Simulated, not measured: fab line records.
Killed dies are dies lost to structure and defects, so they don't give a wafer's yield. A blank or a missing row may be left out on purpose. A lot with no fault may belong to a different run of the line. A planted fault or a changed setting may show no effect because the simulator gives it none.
fab line records	flow sky130
[record] lots = 5	wafers = 15	lastDay = 50
route steps=708 shown CONTACT@423 METAL1@434
lots that met no fault: taken from a fault-free run of the same line
startH: hours from the record's first day to the start of the lot's first wafer shown	waitH: time in hours since the lot's previous step	" the same as in the row above	L1.1+2: a single row standing in for several wafers	- no value present, or no start provided	* or withheld: withheld	< > ~ a bound
route shown NAME@n: NAME is a module with steps in the file, n the number in the route of the first one	usual: average and standard deviation across the fault-free wafers	same: alike in all rows	chamber/n: place in a boat	sites: per-site readings	_std_site: how widely they spread, as a standard deviation	_edge_site: the outer-site mean with the inner-site mean subtracted	radiusMm: how far each site lies from the wafer's centre	mask NAME#n: copy n	behind: the most recent tool/chamber to have shaped the wafer	hold: reason for holding the lot/hours on hold/outcome of the hold	device: transistor that didn't switch, given as n, p or np	end of line: the route-end tests of the same wafers	for a step that has no rows: nothing shown but its recipe	killed: dies that structure and defects cost at the first sort, which is not the same as the wafer's yield	map: per-die view of a wafer (x killed, . not killed, _ where there is no die)
set.NAME: the run value of the setting; set.NAME@STEP: its run value at that earlier step	model.NAME: the simulator's own value behind a step, which no gauge read
lots at some steps of the route; a table a step, a row a wafer
services: from which hour (startH, from the record's first day; less than 0 if before it) a tool's chamber was out of use, for how many hours, and why
[[steps]]
[step SKY_CONTACT_ETCH_17]
[recipe] target = SiO2	chemistry = C4F8/O2/Ar	stopOn = Si3N4	maskMaterial = KrF-thick	sourceW = 1500	biasW = 1200	pressureMtorr = 40	c4f8FlowSccm = withheld	O2_flow_sccm = 6	Ar_flow_sccm = 300	timeS = withheld	targetDepthA = 3400
[usual] oesProductAu = 0.893/0.0047
lot.wafer	tool	chamber	startH	waitH	oesProductAu
L074.2	rieDiel-03	0	737.96	0.0	0.894
L074.4	"	3	"	"	0.903
L074.5	"	0	"	"	0.895
L077.4	rieDiel-01	0	764.01	0.0	0.891
L077.5	"	3	"	"	0.889
L077.6	"	2	"	"	0.894
L083.2	rieDiel-02	3	814.32	0.0	0.893
L083.4	"	0	"	"	0.891
L083.6	"	1	"	"	0.888
L091.2	rieDiel-02	2	873.47	0.0	0.895
L091.3	"	0	"	"	0.883
L091.6	"	0	"	"	0.894
L096.2	rieDiel-01	2	917.51	0.0	0.895
L096.4	"	1	"	"	0.894
L096.5	"	0	"	"	0.900
[step SKY_CONTACT_ETCH_18]
[recipe] target = Si3N4	chemistry = CHF3/O2	stopOn = TiN	sourceW = 600	biasW = 200	pressureMtorr = 40	chf3FlowSccm = 50	O2_flow_sccm = 5	timeS = 39	targetDepthA = 750
[usual] drypumpMotorCurrentA = 5.7/0.51	oesProductAu = 0.857/0.0077	throttleValvePct = 8.793/0.01
lot.wafer	tool	chamber	startH	waitH	drypumpMotorCurrentA	oesProductAu	rfHoursCounterH	throttleValvePct
L074.2	rieDiel-03	0	-	-	6.7	0.839	18	8.783
L074.4	"	3	"	"	6.2	0.854	18	8.811
L074.5	"	0	"	"	6.7	0.863	-	8.798
L077.4	rieDiel-01	0	-	-	5.6	0.861	15	8.805
L077.5	"	3	"	"	5.3	0.863	-	8.802
L077.6	"	2	"	"	5.9	0.872	-	8.795
L083.2	rieDiel-02	3	-	-	6.3	0.856	6	8.794
L083.4	"	0	"	"	6.2	0.860	10	8.772
L083.6	"	1	"	"	5.6	0.847	-	8.796
L091.2	rieDiel-02	2	-	-	5.7	0.855	25	8.800
L091.3	"	0	"	"	6.2	0.868	12	8.787
L091.6	"	0	"	"	6.2	0.866	-	8.791
L096.2	rieDiel-01	2	-	-	5.8	0.850	20	8.788
L096.4	"	1	"	"	4.6	0.856	9	8.800
L096.5	"	0	"	"	5.6	0.863	-	8.809
[step SKY_CONTACT_STRIP_19]
[recipe] chemistry = O2/N2	powerW = 1400	pressureMtorr = 1500	platenTempC = withheld	o2FlowSccm = 3000	n2FlowSccm = 300	overashFraction = 0.5
[usual] drypumpMotorCurrentA = 5.19/0.17	oesProductAu = 0.380/0.0044	stripTimeToEndpointS = 3.60/0.038
lot.wafer	tool	chamber	startH	waitH	drypumpMotorCurrentA	oesProductAu	rfHoursCounterH	stripTimeToEndpointS
L074.2	plasmaAsher-02	1	738.05	-	5.41	0.378	91	3.58
L074.4	"	0	"	"	5.09	0.378	-	3.55
L074.5	"	0	"	"	5.09	0.376	-	3.57
L077.4	plasmaAsher-03	0	764.13	-	5.40	0.377	-	3.55
L077.5	"	1	"	"	5.16	0.382	-	3.64
L077.6	"	0	"	"	5.43	0.378	-	3.53
L083.2	plasmaAsher-03	0	814.41	-	5.41	0.379	36	3.59
L083.4	"	1	"	"	5.19	0.383	-	3.58
L083.6	"	0	"	"	5.40	0.377	-	3.57
L091.2	plasmaAsher-02	1	873.56	-	5.38	0.383	104	3.65
L091.3	"	0	"	"	5.09	0.377	-	3.59
L091.6	"	0	"	"	5.08	0.378	-	3.59
L096.2	plasmaAsher-03	1	917.60	-	5.17	0.376	46	3.58
L096.4	"	0	"	"	5.38	0.381	-	3.65
L096.5	"	0	"	"	5.38	0.379	-	3.62
[step SKY_CONTACT_STRIP_20]
[recipe] chemistry = postEtchResidueRemover	timeS = 1200	tempC = 72.5
[usual] bathHeatDutyPct = 15.0/1.5
lot.wafer	tool	chamber	startH	waitH	bathHeatDutyPct
L074.2	wetBench-04	3	738.15	0.1	13.7
L074.4	"	3	"	"	14.7
L074.5	"	3	"	"	15.6
L077.4	wetBench-01	2	764.20	0.0	15.7
L077.5	"	2	"	"	18.1
L077.6	"	2	"	"	13.9
L083.2	wetBench-01	2	814.51	0.1	16.4
L083.4	"	2	"	"	15.8
L083.6	"	2	"	"	16.3
L091.2	wetBench-02	1	873.66	0.1	14.4
L091.3	"	1	"	"	14.8
L091.6	"	1	"	"	15.7
L096.2	wetBench-02	2	917.70	0.1	13.0
L096.4	"	2	"	"	15.2
L096.5	"	2	"	"	14.9
[step SKY_CONTACT_CLEAN_21]
[recipe] chemistry = IPA	timeS = 180	tempC = 25
[usual] bathHeatDutyPct = 6.7/0.78
lot.wafer	tool	chamber	startH	waitH	bathHeatDutyPct
L074.2	wetBench-01	1	738.52	0.0	7.4
L074.4	"	1	"	"	7.5
L074.5	"	1	"	"	7.9
L077.4	wetBench-02	0	764.54	0.0	6.6
L077.5	"	0	"	"	6.5
L077.6	"	0	"	"	6.9
L083.2	wetBench-04	3	814.88	0.0	6.0
L083.4	"	3	"	"	6.2
L083.6	"	3	"	"	5.7
L091.2	wetBench-04	3	874.06	0.0	6.6
L091.3	"	3	"	"	6.6
L091.6	"	3	"	"	6.5
L096.2	wetBench-01	2	918.04	0.0	7.5
L096.4	"	2	"	"	7.4
L096.5	"	2	"	"	6.4
[step SKY_CONTACT_CLEAN_22]
[recipe] chemistry = O3/DIW	dry = n2Spin
lot.wafer	tool	chamber	startH	waitH
L074.2+4+5	wetBench-02	3	738.58	0.0
L077.4+5+6	wetBench-01	0	764.60	0.0
L083.2+4+6	wetBench-01	1	814.94	0.0
L091.2+3+6	wetBench-01	0	874.13	0.0
L096.2+4+5	wetBench-02	2	918.10	0.0
[step SKY_CONTACT_SPUTTER_23]
[recipe] material = TiN	targetThkNm = 20	chamberPressurePa = 5	powerW = 4000	timeS = 80
[usual] throttleValvePct = 30.1/0.77
lot.wafer	tool	chamber	startH	waitH	throttleValvePct
L074.2	pvdSputter-03	-	738.67	0.0	30.5
L074.4	"	-	"	"	30.3
L074.5	"	-	"	"	30.3
L077.4	pvdSputter-03	-	764.69	0.0	30.6
L077.5	"	-	"	"	30.2
L077.6	"	-	"	"	30.5
L083.2	pvdSputter-01	-	815.04	0.0	30.3
L083.4	"	-	"	"	30.0
L083.6	"	-	"	"	29.5
L091.2	pvdSputter-03	-	874.23	0.0	30.4
L091.3	"	-	"	"	30.0
L091.6	"	-	"	"	30.9
L096.2	pvdSputter-03	-	918.20	0.0	30.0
L096.4	"	-	"	"	30.4
L096.5	"	-	"	"	29.8
[step SKY_CONTACT_CVD_24]
[recipe] material = W	targetThkNm = 340	timeS = 102.12	tempC = 400	pressureTorr = 40
[usual] heaterPowerW = 834/95
lot.wafer	tool	chamber	startH	waitH	heaterPowerW
L074.2	cvdW-01	1	738.74	0.0	734
L074.4	"	1	"	"	742
L074.5	"	0	"	"	920
L077.4	cvdW-02	0	764.79	0.1	873
L077.5	"	1	"	"	746
L077.6	"	0	"	"	922
L083.2	cvdW-01	1	815.10	0.0	745
L083.4	"	0	"	"	944
L083.6	"	1	"	"	749
L091.2	cvdW-02	1	874.29	0.0	765
L091.3	"	0	"	"	886
L091.6	"	1	"	"	739
L096.2	cvdW-02	0	918.26	0.0	913
L096.4	"	0	"	"	903
L096.5	"	0	"	"	907
[step SKY_CONTACT_RS_MEAS_25]
[recipe] thkMeasGauge = four-point-probe	reads = W_of_CONTACT_CVD_24+TiN_of_CONTACT_SPUTTER_23
[usual] CONTACT_W_RS = 0.335/0.0045
lot.wafer	tool	chamber	startH	waitH	CONTACT_W_RS[ohm/sq]
L074.2	filmMetro-02	-	738.87	0.1	0.337
L074.4	"	-	"	"	0.338
L074.5	"	-	"	"	0.333
L077.4	filmMetro-01	-	764.92	0.1	0.335
L077.5	"	-	"	"	0.329
L077.6	"	-	"	"	0.336
L083.2	filmMetro-04	-	815.23	0.1	0.335
L083.4	"	-	"	"	0.331
L083.6	"	-	"	"	0.338
L091.2	filmMetro-01	-	874.42	0.1	0.331
L091.3	"	-	"	"	0.338
L091.6	"	-	"	"	0.330
L096.2	filmMetro-01	-	918.39	0.1	0.340
L096.4	"	-	"	"	0.343
L096.5	"	-	"	"	0.337
[step SKY_CONTACT_THK_MEAS_26]
[recipe] thkMeasGauge = xrf	reads = W_of_CONTACT_CVD_24
[usual] CONTACT_W_THK = 343/6.1
lot.wafer	tool	chamber	startH	waitH	CONTACT_W_THK[nm]
L074.2	filmMetro-02	-	738.98	0.1	345
L074.4	"	-	"	"	342
L074.5	"	-	"	"	351
L077.4	filmMetro-01	-	765.01	0.1	338
L077.5	"	-	"	"	342
L077.6	"	-	"	"	337
L083.2	filmMetro-04	-	815.34	0.1	344
L083.4	"	-	"	"	346
L083.6	"	-	"	"	338
L091.2	filmMetro-01	-	874.53	0.1	343
L091.3	"	-	"	"	337
L091.6	"	-	"	"	346
L096.2	filmMetro-01	-	918.50	0.1	338
L096.4	"	-	"	"	335
L096.5	"	-	"	"	343
[step SKY_CONTACT_CMP_27]
[recipe] stopOn = SiO2	tOverpolishS = 15	downForcePsi = 3.5	platenRpm = 60	targetThkNm = 0	padVelocityMS = 0.94248
[usual] edgeZonePressureFrac = 1.000/0.0049	motorCurrentA = 11.1/1.7	overpolishRunS = 15.000/0.0092	retainingRingPressureFrac = 1.001/0.0051	slurryFilterDpKPa = 13.49/0.14	timeToEndpointS = 84/3.2
lot.wafer	tool	chamber	startH	waitH	edgeZonePressureFrac	motorCurrentA	overpolishRunS	retainingRingPressureFrac	slurryFilterDpKPa	timeToEndpointS
L074.2	cmp-02	1	739.13	0.1	1.001	8.5	15.017	1.002	13.57	92
L074.4	"	2	"	"	1.002	10.0	14.995	0.993	13.59	82
L074.5	"	3	"	"	0.998	10.6	14.988	0.998	13.63	83
L077.4	cmp-02	1	765.09	0.1	0.995	8.9	15.007	0.995	13.42	83
L077.6	"	0	"	"	0.998	11.4	15.004	0.996	13.42	80
L077.5	"	1	"	"	1.001	8.6	14.989	0.999	13.21	85
L083.2	cmp-02	2	815.44	0.1	0.991	10.1	15.000	0.996	13.70	81
L083.4	"	0	"	"	1.004	11.3	15.008	0.997	13.76	88
L083.6	"	1	"	"	0.997	9.3	15.010	1.005	13.37	85
L091.3	cmp-02	0	874.63	0.1	0.998	11.3	14.999	0.993	13.62	82
L091.2	"	2	"	"	1.003	10.2	15.008	0.994	13.58	77
L091.6	"	3	"	"	1.008	10.5	14.978	1.003	13.60	81
L096.2	cmp-01	2	918.55	0.0	0.995	9.8	15.012	0.994	13.62	85
L096.4	"	0	"	"	0.999	12.6	15.006	0.993	13.14	80
L096.5	"	2	"	"	1.006	10.0	15.010	0.995	13.64	82
[step SKY_METAL1_SPUTTER_00]
[recipe] material = Ti	targetThkNm = 15	powerW = 3000	timeS = 10	chamberPressurePa = 0.4
[usual] throttleValvePct = 30.0/0.68
lot.wafer	tool	chamber	startH	waitH	throttleValvePct
L074.2	pvdSputter-01	-	739.33	0.1	29.7
L074.4	"	-	"	"	30.4
L074.5	"	-	"	"	30.8
L077.4	pvdSputter-04	-	765.34	0.2	29.5
L077.5	"	-	"	"	29.3
L077.6	"	-	"	"	28.7
L083.2	pvdSputter-03	-	815.69	0.2	30.5
L083.4	"	-	"	"	30.6
L083.6	"	-	"	"	31.0
L091.2	pvdSputter-04	-	874.88	0.1	29.3
L091.3	"	-	"	"	30.9
L091.6	"	-	"	"	30.7
L096.2	pvdSputter-04	-	918.85	0.2	29.0
L096.4	"	-	"	"	29.1
L096.5	"	-	"	"	30.8
[step SKY_METAL1_SPUTTER_01]
[recipe] material = TiN	targetThkNm = 20	powerW = 6500	timeS = 16.7	chamberPressurePa = 0.4
[usual] throttleValvePct = 30.0/0.66
lot.wafer	tool	chamber	startH	waitH	throttleValvePct
L074.2	pvdSputter-01	-	739.35	0.0	29.8
L074.4	"	-	"	"	30.5
L074.5	"	-	"	"	30.5
L077.4	pvdSputter-04	-	765.37	0.0	29.2
L077.5	"	-	"	"	29.4
L077.6	"	-	"	"	28.9
L083.2	pvdSputter-03	-	815.72	0.0	30.2
L083.4	"	-	"	"	30.6
L083.6	"	-	"	"	30.8
L091.2	pvdSputter-04	-	874.90	0.0	29.5
L091.3	"	-	"	"	30.6
L091.6	"	-	"	"	30.7
L096.2	pvdSputter-04	-	918.87	0.0	29.1
L096.4	"	-	"	"	29.4
L096.5	"	-	"	"	30.7
[step SKY_METAL1_SPUTTER_02]
[recipe] material = AlCu	targetThkNm = 250	powerW = 10600	timeS = 13.3	chamberPressurePa = 0.4
[usual] throttleValvePct = 30.0/0.69
lot.wafer	tool	chamber	startH	waitH	throttleValvePct
L074.2	pvdSputter-01	-	739.37	0.0	29.9
L074.4	"	-	"	"	30.4
L074.5	"	-	"	"	30.4
L077.4	pvdSputter-04	-	765.39	0.0	29.5
L077.5	"	-	"	"	29.4
L077.6	"	-	"	"	28.9
L083.2	pvdSputter-03	-	815.74	0.0	30.4
L083.4	"	-	"	"	30.7
L083.6	"	-	"	"	30.6
L091.2	pvdSputter-04	-	874.93	0.0	29.4
L091.3	"	-	"	"	30.8
L091.6	"	-	"	"	30.8
L096.2	pvdSputter-04	-	918.90	0.0	28.4
L096.4	"	-	"	"	29.3
L096.5	"	-	"	"	30.8
[[services]]
tool	chamber	startH	hours	kind
cmp-02	-	716.76	0.8	repair
rieDiel-01	-	730.91	0.5	repair
cvdW-02	1	731.98	9.9	repair
cmp-02	-	745.46	0.4	repair
cvdW-01	-	750.53	2.8	pm
plasmaAsher-02	-	752.37	9.5	pm
wetBench-02	-	756.23	7.6	repair
rieDiel-02	-	756.31	14.6	pm
pvdSputter-01	-	756.69	4.0	repair
rieDiel-01	3	770.21	16.2	repair
rieDiel-01	2	780.17	17.8	repair
pvdSputter-01	-	786.14	1.7	repair
cvdW-02	-	787.52	1.6	repair
cmp-02	-	788.36	1.5	repair
plasmaAsher-03	-	788.75	2.1	repair
plasmaAsher-03	-	790.91	9.2	repair
rieDiel-03	2	796.38	4.5	repair
rieDiel-03	-	835.09	0.1	repair
pvdSputter-01	-	853.43	13.4	repair
pvdSputter-03	-	867.32	3.9	repair
rieDiel-02	0	882.10	8.4	repair
rieDiel-01	3	896.30	2.6	repair
cvdW-02	-	904.00	14.0	pm
cmp-02	-	912.00	4.0	pm
[[key]]
fault none
